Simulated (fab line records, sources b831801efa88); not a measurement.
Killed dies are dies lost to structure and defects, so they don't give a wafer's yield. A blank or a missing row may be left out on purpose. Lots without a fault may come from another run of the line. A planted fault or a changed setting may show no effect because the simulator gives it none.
A struck lot beside a sound one | flow sky130 | 15 steps out of a route of 708
Sound: wafers L401.2, L401.3, L401.4. Struck: wafers L396.1, L396.2, L396.3. The cause comes at the end.
At each step with rows: each side's tool, then ch and its chambers, then its first start. Under that, the readings that differ: sound wafers | struck wafers | difference of the means | sigmas: that difference in standard deviations of wafers without a fault.
alike: readings whose means differ by less than 2 such deviations, and words and numbers that are the same on both sides. not compared: withheld readings, readings that some wafer has no value for, bounds like >300 that may hide the same value, and numbers for which the record gives no deviation and whose values overlap.
The two part at a step that has a row with sigmas, a row that says differs or no value, or rows on one side only. Numbers that don't overlap but have no deviation are shown without sigmas and don't part them. A reading that every wafer of one side lacks parts them only if that side has two wafers or more.

first, 3 steps without rows for these wafers: SKY_VIA1_EXPOSE_09 (exposes mask VIM, target cd 150 nm); SKY_VIA1_PEB_10; SKY_VIA1_DEVELOP_11 (develop time 60 s).
SKY_VIA1_CD_MEAS_12: target cd 150 nm.
  sound on cd_sem-02, day 38 14:28; struck on cd_sem-02, day 37 08:24
  alike: cd_nm
SKY_VIA1_OVL_MEAS_13:
  sound on overlay-02, day 38 14:34; struck on overlay-01, day 37 08:31
  alike: VIA1_OVL
SKY_VIA1_ETCH_14: etches BARC in N2/H2, stops on SiO2, time 45.9 s, target depth 60 nm.
  sound on rie_diel-03 ch 0,2,3, day 38 14:36; struck on rie_diel-01 ch 0,1,2, day 37 08:33
  alike: drypump_motor_current_A, oes_product_au, throttle_valve_pct
  not compared: rf_hours_counter_h
SKY_VIA1_ETCH_15: etches SiO2 in C4F8/O2/Ar, stops on TiN, target depth 351 nm, time 54 s.
  sound on rie_diel-03 ch 0,2,3, day 38 14:38; struck on rie_diel-01 ch 0,1,2, day 37 08:35
  alike: oes_product_au
  not compared: rf_hours_counter_h
SKY_VIA1_STRIP_16: strips in O2/N2.
  sound on plasma_asher-01 ch 0,1, day 38 14:41; struck on plasma_asher-01 ch 0,1, day 37 08:38
  alike: drypump_motor_current_A, oes_product_au, strip_time_to_endpoint_s
  not compared: rf_hours_counter_h
then, 3 steps without rows for these wafers: SKY_VIA1_STRIP_17 (strips in post etch residue remover, time 1200 s); SKY_VIA1_CLEAN_18 (cleans in IPA, time 180 s); SKY_VIA1_CLEAN_19 (cleans in O3/DIW).
SKY_VIA1_SPUTTER_20: material TiN, target thk 20 nm, time 80 s.
  sound on pvd_sputter-02, day 38 15:17; struck on pvd_sputter-04, day 37 09:14
  alike: throttle_valve_pct
SKY_VIA1_CVD_21: deposits W, target thk 270 nm, time 80.902 s.
  sound on cvd_w-02 ch 0,1, day 38 15:20; struck on cvd_w-01 ch 0,1, day 37 09:17
  no value came back on the struck wafers for chamber_pressure_Torr (Torr), heater_power_outer_w (W), heater_power_w (W); on the sound wafers chamber_pressure_Torr (Torr) reads 40.15 39.98 39.88
  not compared: since_wet_clean_h
SKY_VIA1_RS_MEAS_22: measures by four-point-probe.
  sound on film_metro-01, day 38 15:28; struck on film_metro-02, day 37 09:40
  reading            | sound             | struck               | difference | sigmas
  VIA1_W_RS (ohm/sq) | 0.434 0.429 0.427 | 58.860 58.861 58.436 | +58.289    | +99 or more
  not compared: hold
then, 1 step without rows for these wafers: SKY_PAD_OPEN_PROBE_99.

WHERE THEY PART
First at SKY_VIA1_CVD_21; last, within this record, at SKY_VIA1_RS_MEAS_22.

WHY: what the simulator had put in
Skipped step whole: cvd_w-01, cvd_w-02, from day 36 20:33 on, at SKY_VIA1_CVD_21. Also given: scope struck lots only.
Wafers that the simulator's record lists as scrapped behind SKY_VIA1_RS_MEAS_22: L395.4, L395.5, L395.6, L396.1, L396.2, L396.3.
